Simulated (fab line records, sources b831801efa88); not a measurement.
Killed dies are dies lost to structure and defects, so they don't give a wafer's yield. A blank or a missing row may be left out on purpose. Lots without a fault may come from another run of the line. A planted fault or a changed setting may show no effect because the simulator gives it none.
fab line records | flow gf180mcu | part 2 of 2: steps 34 to 46 of 46
record lots=5 wafers=15 last_day=34
route steps=602 shown NWELL@49 LVPWELL@54 MVSD@66 MVPSD@78 VT_IMPLANT@90
lots that met no fault: from a run of the same line without faults
start_h: hours from the record's first day to the start of the lot's first wafer shown | wait_h: hours since the lot's step before | " the same as in the row above | L1.1+2: a row that stands for several wafers | - no value, or no start given | * or withheld: withheld | < > ~ a bound
route shown NAME@n: a module of which the file shows steps, and the number in the route of the first | usual: mean/standard deviation of fault-free wafers | same: alike in all rows | chamber/n: place in a boat | sites: the reading at each site | _std_site: their standard deviation | _edge_site: outer sites' mean less inner sites' | radius_mm: how far each site lies from the wafer's centre | mask NAME#n: copy n | behind: the tool/chamber that last shaped the wafer | hold: why the lot was held/for how many hours/how that ended | device: the transistor (n, p or np) that didn't switch | end of line: the same wafers' tests at the end of the route | a step without rows: its recipe alone | killed: dies lost to structure and defects at the first sort, not the wafer's yield | map: a wafer's dies, x killed, . not, _ none there
set.NAME: the setting as run; set.NAME@STEP: as run at that earlier step | model.NAME: the simulator's own value behind a step, which no gauge read
lots at some steps of the route; a table a step, a row a wafer
services: from which hour (start_h, from the record's first day; less than 0 if before it) a tool's chamber was out of use, for how many hours, and why
## steps
# step GF_MVPSD_EXPOSE_04
# recipe mask_id=MVPSD target_cd_nm=1000 na=0.6 source_shape=conventional sigma_outer=0.6 dose_mj=260
# columns lot.wafer tool chamber start_h wait_h mask
L077.1+2+4 iline_stepper-02 0 - - MVPSD#0
L078.1+2+5 iline_stepper-02 0 - - MVPSD#0
L080.1+2+5 iline_stepper-02 0 - - MVPSD#0
L082.2+3+5 iline_stepper-02 0 - - MVPSD#0
L096.1+2+4 iline_stepper-01 0 - - MVPSD#0
# step GF_MVPSD_PEB_05
# recipe temp_c=115 time_s=withheld
# columns lot.wafer tool chamber start_h wait_h
L077.1+2+4 litho_track-01 0 - -
L078.1+2+5 litho_track-01 0 - -
L080.1+2+5 litho_track-03 0 - -
L082.2+3+5 litho_track-04 0 - -
L096.1+2+4 litho_track-04 0 - -
# step GF_MVPSD_DEVELOP_06
# recipe wall_angle_deg=90 develop_time_s=60 dev_temp_c=23
# same develop_time_s=60
# columns lot.wafer tool chamber start_h wait_h
L077.1+2+4 litho_track-01 0 - -
L078.1+2+5 litho_track-01 0 - -
L080.1+2+5 litho_track-03 0 - -
L082.2+3+5 litho_track-04 0 - -
L096.1+2+4 litho_track-04 0 - -
# step GF_MVPSD_OVL_MEAS_07
# usual MVPSD_OVL=-0.6/1.4
# columns lot.wafer tool chamber start_h wait_h MVPSD_OVL[nm]
L077.1 overlay-02 - 115.38 - -1.8
L077.2 " - " " -2.4
L077.4 " - " " -1.9
L078.1 overlay-01 - 120.78 - -1.3
L078.2 " - " " 0.3
L078.5 " - " " -2.3
L080.1 overlay-01 - 131.29 - -0.9
L080.2 " - " " -1.1
L080.5 " - " " -2.0
L082.2 overlay-01 - 143.38 - -1.8
L082.3 " - " " -0.6
L082.5 " - " " -0.7
L096.1 overlay-02 - 228.52 - 1.9
L096.2 " - " " 1.5
L096.4 " - " " 3.3
# step GF_MVPSD_IMPLANT_08
# recipe species=B energy_kev=170 dose_cm2=1.5e+13 tilt_deg=0
# usual tilt_deg=0.000/0.021
# columns lot.wafer tool chamber start_h wait_h tilt_deg
L077.1 implanter-02 0 115.42 0.0 -0.014
L077.2 " 0 " " -0.011
L077.4 " 0 " " -0.004
L078.1 implanter-03 0 120.82 0.0 0.007
L078.2 " 0 " " 0.029
L078.5 " 0 " " -0.011
L080.1 implanter-03 0 131.32 0.0 -0.021
L080.2 " 0 " " -0.001
L080.5 " 0 " " -0.017
L082.2 implanter-02 0 143.43 0.0 -0.016
L082.3 " 0 " " -0.023
L082.5 " 0 " " -0.004
L096.1 implanter-01 0 228.93 0.4 -0.006
L096.2 " 0 " " -0.002
L096.4 " 0 " " 0.003
# step GF_MVPSD_IMPLANT_09
# recipe species=B energy_kev=40 dose_cm2=5e+12 tilt_deg=0
# usual tilt_deg=0.002/0.021
# columns lot.wafer tool chamber start_h wait_h tilt_deg
L077.1 implanter-02 0 115.57 0.1 0.006
L077.2 " 0 " " 0.015
L077.4 " 0 " " 0.005
L078.1 implanter-03 0 120.97 0.1 0.017
L078.2 " 0 " " 0.024
L078.5 " 0 " " -0.014
L080.1 implanter-03 0 131.47 0.1 -0.013
L080.2 " 0 " " 0.018
L080.5 " 0 " " -0.003
L082.2 implanter-02 0 143.58 0.1 -0.015
L082.3 " 0 " " 0.003
L082.5 " 0 " " -0.005
L096.1 implanter-01 0 229.08 0.1 -0.029
L096.2 " 0 " " -0.042
L096.4 " 0 " " -0.011
# step GF_MVPSD_STRIP_10
# recipe chemistry=O2/N2 power_w=1400 pressure_mtorr=1500 platen_temp_c=250 o2_flow_sccm=3000 n2_flow_sccm=300 overash_fraction=0.5
# usual drypump_motor_current_A=5.4/0.43 heater_power_w=332/23 n2_flow_sccm=300.0/0.93 oes_product_au=0.722/0.0043 strip_time_to_endpoint_s=36.97/0.094
# columns lot.wafer tool chamber start_h wait_h drypump_motor_current_A heater_power_w n2_flow_sccm oes_product_au rf_hours_counter_h strip_time_to_endpoint_s
L077.1 plasma_asher-03 0 115.72 0.1 6.6 306 299.9 0.721 48 36.87
L077.2 " 1 " " 5.3 366 299.3 0.715 48 36.78
L077.4 " 0 " " 6.6 310 300.6 0.722 - 36.96
L078.1 plasma_asher-02 0 121.12 0.1 5.2 340 300.5 0.721 31 36.99
L078.2 " 1 " " 5.2 307 299.3 0.727 31 36.97
L078.5 " 0 " " 5.2 336 302.5 0.722 - 37.08
L080.1 plasma_asher-04 0 131.62 0.1 5.3 352 300.5 0.722 51 36.93
L080.2 " 1 " " 5.4 370 299.5 0.718 51 37.02
L080.5 " 1 " " 5.3 372 300.9 0.725 - 36.84
L082.2 plasma_asher-03 1 143.71 0.1 5.4 361 301.6 0.722 52 36.98
L082.3 " 1 " " 5.4 358 300.4 0.715 - 37.06
L082.5 " 0 " " 6.5 304 298.9 0.726 - 37.04
L096.1 plasma_asher-02 1 229.23 0.1 5.2 311 300.5 0.732 42 36.98
L096.2 " 0 " " 5.2 326 300.4 0.723 42 36.83
L096.4 " 0 " " 5.2 339 299.9 0.729 - 36.89
# step GF_MVPSD_TW_MEAS_11
# usual MVPSD_TW=555/5.2
# columns lot.wafer tool chamber start_h wait_h MVPSD_TW
L077.1 film_metro-02 - 115.82 0.1 556
L077.2 " - " " 556
L077.4 " - " " 558
L078.1 film_metro-01 - 121.22 0.1 554
L078.2 " - " " 555
L078.5 " - " " 553
L080.1 film_metro-04 - 131.74 0.1 554
L080.2 " - " " 557
L080.5 " - " " 554
L082.2 film_metro-04 - 143.82 0.1 556
L082.3 " - " " 554
L082.5 " - " " 552
L096.1 film_metro-04 - 229.33 0.1 560
L096.2 " - " " 564
L096.4 " - " " 560
# step GF_VT_IMPLANT_DEHYDRATE_00
# recipe temp_c=200 time_s=60
# columns lot.wafer tool chamber start_h wait_h
L077.1+2+4 litho_track-02 0 122.74 6.9
L078.1+2+5 litho_track-02 0 128.44 7.2
L080.1+2+5 litho_track-04 0 138.02 6.3
L082.2+3+5 litho_track-02 0 151.46 7.6
L096.1+2+4 litho_track-04 0 237.82 8.5
# step GF_VT_IMPLANT_HMDS_01
# recipe prime_time_s=60 prime_temp_c=120
# columns lot.wafer tool chamber start_h wait_h
L077.1+2+4 litho_track-02 0 122.89 0.1
L078.1+2+5 litho_track-02 0 128.59 0.1
L080.1+2+5 litho_track-04 0 138.17 0.1
L082.2+3+5 litho_track-02 0 151.61 0.1
L096.1+2+4 litho_track-04 0 237.97 0.1
# step GF_VT_IMPLANT_COAT_02
# recipe resist=NOVOLAK spin_rpm=3000 resist_thk_nm=1000
# columns lot.wafer tool chamber start_h wait_h
L077.1+2+4 litho_track-02 0 123.04 0.1
L078.1+2+5 litho_track-02 0 128.74 0.1
L080.1+2+5 litho_track-04 0 138.32 0.1
L082.2+3+5 litho_track-02 0 151.76 0.1
L096.1+2+4 litho_track-04 0 238.12 0.1
# step GF_VT_IMPLANT_SOFTBAKE_03
# recipe temp_c=90 time_s=60 resist=NOVOLAK
# columns lot.wafer tool chamber start_h wait_h
L077.1+2+4 litho_track-02 0 123.19 0.1
L078.1+2+5 litho_track-02 0 128.89 0.1
L080.1+2+5 litho_track-04 0 138.47 0.1
L082.2+3+5 litho_track-02 0 151.91 0.1
L096.1+2+4 litho_track-04 0 238.27 0.1
# step GF_VT_IMPLANT_EXPOSE_04
# recipe mask_id=LVPWELL_LV_AREA target_cd_nm=600 na=0.6 source_shape=conventional sigma_outer=0.6 dose_mj=140
# columns lot.wafer tool chamber start_h wait_h mask
L077.1+2+4 iline_stepper-01 0 - - LVPWELL_LV_AREA#0
L078.1+2+5 iline_stepper-02 0 - - LVPWELL_LV_AREA#0
L080.1+2+5 iline_stepper-01 0 - - LVPWELL_LV_AREA#0
L082.2+3+5 iline_stepper-02 0 - - LVPWELL_LV_AREA#0
L096.1+2+4 iline_stepper-01 0 - - LVPWELL_LV_AREA#0
## services
# columns tool chamber start_h hours kind
plasma_asher-03 - 51.69 0.9 repair
plasma_asher-02 - 77.02 4.6 repair
iline_stepper-01 - 77.14 9.9 repair
implanter-01 - 80.64 5.0 pm
implanter-03 - 87.14 5.9 pm
implanter-01 - 87.64 11.2 pm
iline_stepper-01 - 92.77 1.4 repair
implanter-04 - 106.91 2.8 pm
iline_stepper-01 - 107.37 8.0 repair
implanter-01 - 114.75 4.2 repair
implanter-02 - 116.60 1.9 repair
plasma_asher-02 - 135.56 7.0 repair
iline_stepper-02 - 171.89 0.6 repair
iline_stepper-02 - 176.73 1.7 pm
iline_stepper-01 - 183.18 1.7 pm
iline_stepper-01 - 195.98 5.8 repair
plasma_asher-03 - 202.40 1.5 repair
implanter-02 - 206.20 6.4 repair
plasma_asher-02 - 208.53 2.8 pm
implanter-04 - 210.17 1.8 repair
iline_stepper-02 - 218.52 4.8 repair
implanter-03 - 226.15 8.5 repair
implanter-02 - 227.25 7.3 pm
plasma_asher-03 - 229.30 9.2 repair
